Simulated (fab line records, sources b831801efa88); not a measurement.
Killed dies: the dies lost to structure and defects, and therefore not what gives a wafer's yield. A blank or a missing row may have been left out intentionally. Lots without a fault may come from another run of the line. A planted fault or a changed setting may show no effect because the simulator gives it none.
Split-lot experiment    flow sfq line    23 wafers read across 5 lots, on a route 325 steps long

== THE SPLIT ==
At SFQ_TRILAYER_M3_DEP_SPUTTER_073 (material Nb, target thk 200 nm, time 133.3 s), the setting power w was moved away from the recipe's 2000 W on 6 of the 23 wafers read, by +3.2% to +10.7%. This setting was run at the recipe's value on the other wafers.

== BETWEEN THE SPLIT AND THE READING: the file shows 1 step in between ==
- SFQ_M3_RS_MEAS_919: measures by four-point-probe

== THE READING ==
oes product au, in a.u., at SFQ_TRILAYER_M3_ETCH_METAL_ETCH_078 (etches Nb in Cl2/Ar, stops on SiO2, target depth 240 nm, time 120 s). On this fab line, fault-free wafers typically give 0.894 a.u. with a standard deviation of 0.0076 a.u.

wafer   tool, chamber at the split  power w as run, W  against the recipe  oes product au, a.u.  against lot-mates on the recipe
L074.4  pvd sputter-05, -           2000               recipe              0.893                 -
L074.5  pvd sputter-05, -           2000               recipe              0.883                 -
L074.6  pvd sputter-05, -           2000               recipe              0.890                 -
L077.1  pvd sputter-05, -           2000               recipe              0.885                 -
L077.3  pvd sputter-05, -           2213               +10.7%              0.954                 +0.071
L077.4  pvd sputter-05, -           2000               recipe              0.881                 -
L077.5  pvd sputter-05, -           2213               +10.7%              0.939                 +0.056
L077.6  pvd sputter-05, -           2213               +10.7%              0.939                 +0.056
L081.1  pvd sputter-05, -           2000               recipe              0.887                 -
L081.2  pvd sputter-05, -           2000               recipe              0.879                 -
L081.3  pvd sputter-05, -           2000               recipe              0.900                 -
L081.4  pvd sputter-05, -           2000               recipe              0.897                 -
L081.6  pvd sputter-05, -           2000               recipe              0.894                 -
L084.1  pvd sputter-05, -           2000               recipe              0.891                 -
L084.2  pvd sputter-05, -           2000               recipe              0.883                 -
L084.3  pvd sputter-05, -           2000               recipe              0.894                 -
L084.5  pvd sputter-05, -           2000               recipe              0.895                 -
L084.6  pvd sputter-05, -           2000               recipe              0.900                 -
L085.1  pvd sputter-03, -           2000               recipe              0.899                 -
L085.2  pvd sputter-03, -           2063               +3.2%               0.904                 +0.005
L085.3  pvd sputter-03, -           2063               +3.2%               0.908                 +0.009
L085.5  pvd sputter-03, -           2000               recipe              0.900                 -
L085.6  pvd sputter-03, -           2063               +3.2%               0.916                 +0.017

THE FIT
A straight line over all 23 wafers: oes product au changes by +0.00499 a.u. for each +1% of power w; r = +0.94; the points scatter about the line by 0.0071 a.u.
The same after taking each lot's own level away (the mean of its wafers on the recipe; 23 wafers): +0.00562 a.u. for each +1%; r = +0.95; scatter 0.0065 a.u.
Per that fit: largest power w move, reading shift of 0.06 a.u.
Measured against the standard deviation above, the lots' own levels, which go from 0.8830 to 0.8995 a.u., span 2.2 times it.
In other words, the slope is changed by the lot-to-lot level; the two fits disagree.
Check: +0.0536 a.u. against its lot-mates is what the line predicts for one of the wafers moved furthest among these (+10.7%) when that wafer is left out of the fit. It came out at +0.071 a.u. against them.

== OTHER SPLITS ON THESE WAFERS ==
Other splits were also applied to these wafers ahead of the reading. Each is held against what the fit with the lots' levels taken away leaves over:
other split on the same wafers            wafers away from the commonest value  r with oes product au (lot level and that fit taken away)
SFQ_TRILAYER_M2_LITHO_PEB_060 peb time s  11                                    -0.20

== THE WHOLE CHAIN: every reading that the file lists as answering this split, in the file's order ==
step                                 what it does                                                         reading                                                                                    change (the file's fit)                    r (the file's)
SFQ_TRILAYER_M3_DEP_SPUTTER_073      material Nb, target thk 200 nm, time 133.3 s                         Nb_of_TRILAYER_M3_DEP_SPUTTER_073.thk nm (the simulator's own value, which no gauge read)  +2.11 nm for each +1% of the setting       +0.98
SFQ_M3_RS_MEAS_919                   measures by four-point-probe                                         M3_NB_RS                                                                                   -0.00886 for each +1% of the setting       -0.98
SFQ_TRILAYER_M3_ETCH_METAL_ETCH_078  etches Nb in Cl2/Ar, stops on SiO2, target depth 240 nm, time 120 s  oes product au                                                                             +0.00555 a.u. for each +1% of the setting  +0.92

== FILE'S OWN FIT ==
oes product au changes by +0.00555 a.u. for each +1% of power w, r = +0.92.
